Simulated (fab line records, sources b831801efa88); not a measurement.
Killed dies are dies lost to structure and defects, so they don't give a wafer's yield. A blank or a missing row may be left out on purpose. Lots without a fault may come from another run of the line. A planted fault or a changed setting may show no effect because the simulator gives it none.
A struck lot beside a sound one | flow sky130 | 17 steps out of a route of 708
Sound: wafers L386.1, L386.2, L386.3. Struck: wafers L400.1, L400.2, L400.5. The cause comes at the end.
At each step with rows: each side's tool, then ch and its chambers, then its first start. Under that, the readings that differ: sound wafers | struck wafers | difference of the means | sigmas: that difference in standard deviations of wafers without a fault.
alike: readings whose means differ by less than 2 such deviations, and words and numbers that are the same on both sides. not compared: withheld readings, readings that some wafer has no value for, bounds like >300 that may hide the same value, and numbers for which the record gives no deviation and whose values overlap.
The two part at a step that has a row with sigmas, a row that says differs or no value, or rows on one side only. Numbers that don't overlap but have no deviation are shown without sigmas and don't part them. A reading that every wafer of one side lacks parts them only if that side has two wafers or more.

SKY_VIA1_CMP_02: polishes SiO2.
  sound on cmp-01 ch 0,1,2, day 33 14:41; struck on cmp-01 ch 0,1, day 38 14:25
  alike: motor_current_A, retaining_ring_pressure_frac
SKY_VIA1_BOW_MEAS_03:
  sound on film_metro-01, day 33 14:59; struck on film_metro-01, day 38 14:43
  alike: VIA1_BOW
then, 8 steps without rows for these wafers: SKY_VIA1_DEHYDRATE_04 (time 60 s); SKY_VIA1_HMDS_05 (prime time 60 s); SKY_VIA1_COAT_06 (resist thk 60 nm); SKY_VIA1_COAT_07 (resist thk 450 nm); SKY_VIA1_SOFTBAKE_08 (time 90 s); SKY_VIA1_EXPOSE_09 (exposes mask VIM, target cd 150 nm); SKY_VIA1_PEB_10; SKY_VIA1_DEVELOP_11 (develop time 60 s).
SKY_VIA1_CD_MEAS_12: target cd 150 nm.
  sound on cd_sem-02, day 34 17:28; struck on cd_sem-01, day 39 15:07
  alike: cd_nm
SKY_VIA1_OVL_MEAS_13:
  sound on overlay-01, day 34 17:35; struck on overlay-02, day 39 15:14
  alike: VIA1_OVL
SKY_VIA1_ETCH_14: etches BARC in N2/H2, stops on SiO2, time 45.9 s, target depth 60 nm.
  sound on rie_diel-03 ch 0,1,2, day 34 17:37; struck on rie_diel-02 ch 1,2,3, day 39 15:16
  no value came back on the struck wafers for any of 7 readings (bias_w (W), chamber_pressure_mTorr (mTorr) and others); on the sound wafers bias_w (W) reads 99.95 100.08 100.26
  reading                                     | sound             | struck          | difference | sigmas
  model.KrF-thick_of_VIA1_COAT_07.thk_nm (nm) | 393.5 394.7 393.1 | 436.5 437.4 438 | +43.5      |
SKY_VIA1_ETCH_15: etches SiO2 in C4F8/O2/Ar, stops on TiN, target depth 351 nm, time 54 s.
  sound on rie_diel-03 ch 0,1,2, day 34 17:39; struck on rie_diel-02 ch 1,2,3, day 39 15:18
  reading                                     | sound             | struck            | difference | sigmas
  oes_product_au (a.u.)                       | 0.974 0.976 0.988 | 0.378 0.377 0.369 | -0.605     | -99 or more
  model.KrF-thick_of_VIA1_COAT_07.thk_nm (nm) | 325.1 325.3 323.4 | 365.4 365.6 367.6 | +41.6      |
  alike: bias_w, chamber_pressure_mTorr, rf_fwd_power_W
  not compared: rf_hours_counter_h
SKY_VIA1_STRIP_16: strips in O2/N2.
  sound on plasma_asher-03 ch 0,1, day 34 17:42; struck on plasma_asher-03 ch 0,1, day 39 15:21
  reading                      | sound             | struck            | difference | sigmas
  oes_product_au (a.u.)        | 0.420 0.415 0.416 | 0.431 0.427 0.439 | +0.015     | +3
  strip_time_to_endpoint_s (s) | 4.500 4.506 4.480 | 4.915 4.913 4.924 | +0.422     | +19
  alike: drypump_motor_current_A, o2_flow_sccm
  not compared: rf_hours_counter_h
then, 1 step without rows for these wafers: SKY_VIA1_STRIP_17 (strips in post etch residue remover, time 1200 s).
-- the record jumps here: 10 days lie between the struck wafers' starts before and after (it left off in module VIA1 and takes up again in module PAD_OPEN, whose first step shown is number 708 of the route) --
SKY_PAD_OPEN_PROBE_99:
  sound on prober-01, day 46 08:50; struck on prober-01, day 50 01:16
  reading                  | sound          | struck                                                               | difference                   | sigmas
  hold                     | - - -          | await_dispo/3.6h/scrap await_dispo/3.6h/scrap await_dispo/3.6h/scrap | no value on the sound wafers |
  defect_limited_yield (%) | 82.1 81.1 82.7 | 0 0 0                                                                | -82                          | -43
  killed_at_M0_to_M3       | 45 38 41       | 456 454 455                                                          | +414                         | +58
  killed_dies              | 88 93 85       | 492 492 492                                                          | +403                         | +42
  killed_on_rim            | 19 15 20       | 96 96 96                                                             | +78                          | +21
  sort_bin_5_function (%)  | 10.0 8.7 10.6  | 95.3 94.1 95.5                                                       | +85.2                        | +57
  sort_bin_6_memory (%)    | 6.9 9.3 6.1    | 4.1 4.9 3.5                                                          | -3.3                         | -3
  sort_n_pass              | 404 399 407    | 0 0 0                                                                | -403                         | -42
  sort_yield_pct (%)       | 82.1 81.1 82.7 | 0 0 0                                                                | -82                          | -43
  alike: killed_at_M4_up, killed_at_contacts, killed_at_front_end, killed_at_other, killed_open, killed_short, sort_bin_3_pad_short

WHERE THEY PART
First at SKY_VIA1_ETCH_14; last, within this record, at SKY_PAD_OPEN_PROBE_99.

WHY: what the simulator had put in
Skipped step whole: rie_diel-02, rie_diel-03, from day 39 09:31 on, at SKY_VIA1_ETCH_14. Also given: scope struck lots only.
